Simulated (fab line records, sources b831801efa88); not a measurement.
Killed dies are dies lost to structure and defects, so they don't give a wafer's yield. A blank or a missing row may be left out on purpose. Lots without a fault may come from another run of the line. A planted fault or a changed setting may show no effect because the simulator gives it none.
Which tool did it? | flow sky130 | 13 lots, 39 wafers sampled, at 2 steps of a route of 708

WHAT THE GAUGES READ, wafer by wafer
SKY_SPACER_THK_MEAS_01. Usual: SPACER_CVD_00_THK 42.7 nm, standard deviation 0.47.
lot  | measured     | on            | SPACER_CVD_00_THK (nm) | flag
L969 | day 23 03:39 | film_metro-03 | 42.4 42.7 42.6         |
L970 | day 23 06:13 | film_metro-03 | 42.9 43.5 43.4         |
L972 | day 24 03:57 | film_metro-02 | 42.6 42.7 42.7         |
L973 | day 24 10:05 | film_metro-04 | 43.3 43.2 43.2         |
L975 | day 26 08:58 | film_metro-03 | 42.8 42.6 42.9         |
L977 | day 26 08:59 | film_metro-02 | 43.6 43.7 43.9         |
L979 | day 26 09:03 | film_metro-04 | 42.7 42.8 42.5         |
L980 | day 27 04:03 | film_metro-04 | 42.1 42.2 42.2         |
L981 | day 27 10:00 | film_metro-02 | 43.1 42.6 42.6         |
L989 | day 29 23:58 | film_metro-02 | 41.8 42.0 41.8         |
L990 | day 30 04:10 | film_metro-02 | 42.8 42.6 42.8         |
L991 | day 30 10:56 | film_metro-04 | 42.3 42.2 42.4         |
L992 | day 30 15:08 | film_metro-04 | 42.5 41.9 42.2         |

SKY_SD_N_OVL_MEAS_08. Usual: SD_N_OVL 0.5 nm, standard deviation 1.3.
lot  | measured     | on         | SD_N_OVL (nm)  | flag
L969 | day 28 00:19 | overlay-01 | 0.0 0.4 0.2    |
L970 | day 28 03:49 | overlay-02 | -1.4 0.4 -1.4  |
L972 | day 29 00:04 | overlay-02 | -0.4 0.0 0.6   |
L973 | day 29 04:25 | overlay-01 | -0.2 0.0 1.2   |
L975 | day 31 01:19 | overlay-02 | -0.5 -0.9 -0.4 |
L977 | day 31 02:19 | overlay-02 | 0.0 0.6 1.8    |
L979 | day 31 04:16 | overlay-02 | 1.7 3.1 1.9    |
L980 | day 31 19:52 | overlay-02 | -0.4 -2.6 -0.1 |
L981 | day 31 23:31 | overlay-02 | 1.9 1.0 0.0    |
L989 | day 34 12:28 | overlay-01 | 0.9 0.1 -0.4   |
L990 | day 34 15:07 | overlay-02 | 1.1 -0.5 0.6   |
L991 | day 34 23:04 | overlay-02 | -0.5 1.1 0.6   |
L992 | day 35 03:10 | overlay-02 | 0.0 -0.5 0.5   |

WHICH TOOL RAN EACH LOT (tool, then ch and the chambers of the sampled wafers, then the start)
The record holds no process step before these readings.

WHAT THE TOOLS THEMSELVES READ (means of the sampled wafers that have a number; where no wafer has one, the mark that the record gives instead)
The record holds no such reading with a usual standard deviation.

THE ANSWER, worked out from the rows above alone
Rule: a lot is off if the mean of its wafers that have a number lies more than 3 standard deviations from the usual mean. A lot without any number at a reading at which 4 lots or more have one is off too. The other lots that the step has rows for count as sound. The gauges are gone through in route order, then the tools' own readings, and for those a lot's mean is taken as printed above. The first step at which some lot is off is used, and at that step the reading that is off furthest; a lot without a number counts as furthest.
No lot is off at any reading shown: from this, nothing can be told.

WHAT THE SIMULATOR HAD PUT IN
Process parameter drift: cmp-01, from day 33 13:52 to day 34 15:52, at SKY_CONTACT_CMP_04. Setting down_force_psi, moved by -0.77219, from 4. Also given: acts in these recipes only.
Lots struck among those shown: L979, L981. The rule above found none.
